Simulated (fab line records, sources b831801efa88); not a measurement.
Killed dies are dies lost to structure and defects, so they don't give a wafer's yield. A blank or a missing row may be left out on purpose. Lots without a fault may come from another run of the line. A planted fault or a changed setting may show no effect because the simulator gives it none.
fab line records | flow sky130
record lots=14 wafers=42 last_day=50
route steps=708 shown VIA3@585 METAL4@599
lots that met no fault: from a run of the same line without faults
start_h: hours from the record's first day to the start of the lot's first wafer shown | wait_h: hours since the lot's step before | " the same as in the row above | L1.1+2: a row that stands for several wafers | - no value, or no start given | * or withheld: withheld | < > ~ a bound
route shown NAME@n: a module of which the file shows steps, and the number in the route of the first | usual: mean/standard deviation of fault-free wafers | same: alike in all rows | chamber/n: place in a boat | sites: the reading at each site | _std_site: their standard deviation | _edge_site: outer sites' mean less inner sites' | radius_mm: how far each site lies from the wafer's centre | mask NAME#n: copy n | behind: the tool/chamber that last shaped the wafer | hold: why the lot was held/for how many hours/how that ended | device: the transistor (n, p or np) that didn't switch | end of line: the same wafers' tests at the end of the route | a step without rows: its recipe alone | killed: dies lost to structure and defects at the first sort, not the wafer's yield | map: a wafer's dies, x killed, . not, _ none there
set.NAME: the setting as run; set.NAME@STEP: as run at that earlier step | model.NAME: the simulator's own value behind a step, which no gauge read
steps of the route over a sample of lots; a table a step, a row a wafer
## steps
# step SKY_VIA3_CD_MEAS_12
# recipe target_cd_nm=200
# usual cd_nm=200.2/1.2
# columns lot.wafer tool chamber start_h wait_h cd_nm
L170.1 cd_sem-01 - 930.27 - 197.0
L170.5 " - " " 198.0
L170.6 " - " " 197.5
L171.4 cd_sem-02 - 941.22 - 198.5
L171.5 " - " " 201.8
L171.6 " - " " 200.1
L173.3 cd_sem-02 - 946.20 - 199.1
L173.5 " - " " 199.2
L173.6 " - " " 199.6
L174.3 cd_sem-02 - 961.73 - 202.8
L174.4 " - " " 201.3
L174.5 " - " " 201.2
L183.1 cd_sem-01 - 1017.46 - 201.4
L183.3 " - " " 199.4
L183.6 " - " " 200.2
L184.1 cd_sem-01 - 1027.14 - 199.0
L184.3 " - " " 199.5
L184.4 " - " " 198.9
L185.1 cd_sem-01 - 1046.86 - 201.5
L185.4 " - " " 200.2
L185.5 " - " " 199.8
L186.2 cd_sem-01 - 1048.36 - 199.3
L186.3 " - " " 197.8
L186.5 " - " " 199.3
L188.1 cd_sem-01 - 1055.07 - 200.7
L188.3 " - " " 202.1
L188.5 " - " " 200.3
L187.1 cd_sem-01 - 1069.56 - 199.8
L187.3 " - " " 199.8
L187.5 " - " " 199.5
L190.3 cd_sem-02 - 1069.78 - 199.7
L190.5 " - " " 199.8
L190.6 " - " " 200.2
L189.1 cd_sem-02 - 1071.21 - 200.2
L189.3 " - " " 199.8
L189.5 " - " " 200.3
L191.2 cd_sem-02 - 1075.21 - 201.3
L191.4 " - " " 200.4
L191.6 " - " " 200.0
L193.1 cd_sem-01 - 1078.97 - 200.2
L193.4 " - " " 200.3
L193.5 " - " " 200.2
# step SKY_VIA3_THK_MEAS_23
# recipe thk_meas_gauge=xrf reads=W_of_VIA3_CVD_21
# usual VIA3_W_THK=381/4.6
# columns lot.wafer tool chamber start_h wait_h VIA3_W_THK[nm]
L170.1 film_metro-01 - 931.46 0.1 386
L170.5 " - " " 381
L170.6 " - " " 381
L171.4 film_metro-03 - 942.34 0.1 380
L171.5 " - " " 380
L171.6 " - " " 382
L173.3 film_metro-03 - 947.33 0.1 383
L173.5 " - " " 386
L173.6 " - " " 390
L174.3 film_metro-01 - 962.87 0.1 376
L174.4 " - " " 379
L174.5 " - " " 377
L183.1 film_metro-01 - 1018.61 0.1 378
L183.3 " - " " 379
L183.6 " - " " 380
L184.1 film_metro-02 - 1028.39 0.1 381
L184.3 " - " " 385
L184.4 " - " " 385
L185.1 film_metro-03 - 1048.02 0.1 385
L185.4 " - " " 378
L185.5 " - " " 378
L186.2 film_metro-01 - 1049.51 0.1 381
L186.3 " - " " 385
L186.5 " - " " 385
L188.1 film_metro-03 - 1056.23 0.1 384
L188.3 " - " " 379
L188.5 " - " " 380
L187.1 film_metro-02 - 1070.80 0.1 392
L187.3 " - " " 388
L187.5 " - " " 390
L190.3 film_metro-01 - 1070.92 0.1 386
L190.5 " - " " 379
L190.6 " - " " 385
L189.1 film_metro-03 - 1072.37 0.1 380
L189.3 " - " " 371
L189.5 " - " " 372
L191.2 film_metro-02 - 1076.44 0.1 391
L191.4 " - " " 382
L191.6 " - " " 392
L193.1 film_metro-03 - 1080.14 0.1 380
L193.4 " - " " 383
L193.5 " - " " 382
# step SKY_METAL4_SPUTTER_01
# recipe material=TiN target_thk_nm=20 power_w=6500 time_s=16.7 chamber_pressure_pa=0.4
# usual cathode_dc_power_W=6500.1/1.3 chamber_pressure_pa=0.4000/0.0008 throttle_valve_pct=30.4/1.3
# columns lot.wafer tool chamber start_h wait_h cathode_dc_power_W chamber_pressure_pa throttle_valve_pct
L170.1 pvd_sputter-03 - 931.85 0.0 6499.2 0.4017 28.3
L170.5 " - " " 6499.3 0.4005 29.5
L170.6 " - " " 6502.3 0.3984 32.3
L171.4 pvd_sputter-04 - 942.70 0.0 6500.9 0.4009 28.2
L171.5 " - " " 6498.8 0.4003 28.5
L171.6 " - " " 6499.7 0.4009 31.9
L173.3 pvd_sputter-03 - 947.70 0.0 - - -
L173.5 " - " " - - -
L173.6 " - " " - - -
L174.3 pvd_sputter-02 - 963.23 0.0 - - -
L174.4 " - " " - - -
L174.5 " - " " - - -
L183.1 pvd_sputter-02 - 1019.00 0.0 6499.2 0.3999 29.8
L183.3 " - " " 6499.3 0.4010 31.1
L183.6 " - " " 6500.6 0.4000 30.4
L184.1 pvd_sputter-02 - 1028.77 0.0 6498.8 0.3998 30.0
L184.3 " - " " 6498.8 0.3998 29.7
L184.4 " - " " 6499.2 0.4010 31.2
L185.1 pvd_sputter-04 - 1048.40 0.0 6500.1 0.3988 30.4
L185.4 " - " " 6499.7 0.3988 32.5
L185.5 " - " " 6499.6 0.3991 32.5
L186.2 pvd_sputter-04 - 1049.88 0.0 6500.0 0.3991 31.5
L186.3 " - " " 6499.0 0.3997 28.2
L186.5 " - " " 6500.4 0.3997 30.3
L188.1 pvd_sputter-02 - 1056.61 0.0 6501.7 0.3984 30.2
L188.3 " - " " 6500.0 0.4010 31.0
L188.5 " - " " 6501.9 0.3995 29.8
L187.1 pvd_sputter-03 - 1071.22 0.0 6502.1 0.3999 32.4
L187.3 " - " " 6501.0 0.4007 29.4
L187.5 " - " " 6498.7 0.4001 32.7
L190.3 pvd_sputter-04 - 1071.52 0.0 6498.9 0.3995 32.5
L190.5 " - " " 6498.5 0.3982 30.5
L190.6 " - " " 6500.6 0.3996 32.1
L189.1 pvd_sputter-02 - 1073.60 0.0 6500.0 0.4005 29.9
L189.3 " - " " 6499.4 0.4016 30.1
L189.5 " - " " 6500.1 0.4016 30.1
L191.2 pvd_sputter-03 - 1077.07 0.0 6498.1 0.4001 28.5
L191.4 " - " " 6499.9 0.3997 32.5
L191.6 " - " " 6497.2 0.4005 32.5
L193.1 pvd_sputter-02 - 1080.52 0.0 6498.8 0.3998 29.8
L193.4 " - " " 6498.1 0.3994 30.9
L193.5 " - " " 6498.8 0.3999 30.8
## key
first_sign step=SKY_METAL4_SPUTTER_01 reading=tool_record direction=missing
effect none on later readings
met_at SKY_METAL4_SPUTTER_01
struck_lots L173,L174
later_rows_left_out L173.3,L173.5,L173.6,L174.3,L174.4,L174.5
sort_left_out L173.3,L173.5,L173.6,L174.3,L174.4,L174.5
not_acting_at SKY_VIA3_CD_MEAS_12,SKY_VIA3_THK_MEAS_23
onset_between 931.85 947.70
fault kind=skipped_step_whole tool=pvd_sputter-02,pvd_sputter-03 chamber=- onset_h=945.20 steps=SKY_METAL4_SPUTTER_01 scope=struck_lots_only
# sort_left_out: the simulated sort isn't trusted on such a fault, so these wafers' sort isn't shown, and their yield isn't known
# later_rows_left_out: the simulator's readings of these wafers behind a module that went badly wrong aren't trusted and aren't shown, but for the sort
